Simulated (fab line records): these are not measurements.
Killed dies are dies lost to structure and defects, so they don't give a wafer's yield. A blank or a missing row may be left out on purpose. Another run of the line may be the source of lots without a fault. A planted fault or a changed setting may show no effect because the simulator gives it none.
Matching of chambers | flow gf180mcu | 4 sister chambers for GF_V4_CMP_04 on cmp-02
The step polishes SiO2. 4 wafers are shown with their chamber, then 8 later ones without.

EACH WAFER AND ITS CHAMBER
wafer  | chamber | motor_current_A (A)
L307.3 | 1       | 15.0
L316.4 | 3       | 12.6
L316.5 | 0       | 13.3
L320.4 | 2       | 13.3

WAFERS MISSING THEIR CHAMBER
wafer  | motor_current_A (A)
L320.5 | 13.8
L320.6 | 14.8
L322.2 | 12.5
L322.3 | 14.0
L322.6 | 14.2
L323.1 | 13.3
L323.2 | 13.9
L323.3 | 12.4

WHICH CHAMBER EACH ONE RAN IN
wafer  | from the rows above               | in truth
L320.5 | can't be placed: 0 or 2 or 1 or 3 | 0
L320.6 | 1                                 | 1
L322.2 | can't be placed: 3 or 0 or 2      | 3
L322.3 | can't be placed: 0 or 2 or 1 or 3 | 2
L322.6 | can't be placed: 1 or 0 or 2 or 3 | 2
L323.1 | can't be placed: 0 or 2 or 3      | 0
L323.2 | can't be placed: 0 or 2 or 1 or 3 | 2
L323.3 | can't be placed: 3 or 0 or 2      | 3
Correct placement for 1 of the 8. Can't be placed from these rows: 7 (the true chamber is among the candidates in 7). Placed wrongly: 0.
How it was worked out, from the rows above alone: a wafer's distance from a chamber is the root of the sum, over the readings, of the square of ((its reading less the chamber's mean) divided by the reading's scatter). If the next closest chamber is less than 2 further off than the closest, the wafer can't be placed; otherwise it belongs to the closest. A chamber's mean is the mean of its shown wafers. The scatter: with one shown wafer a chamber, the root of the mean of the squares of how far each hidden wafer lies from its nearest shown one.
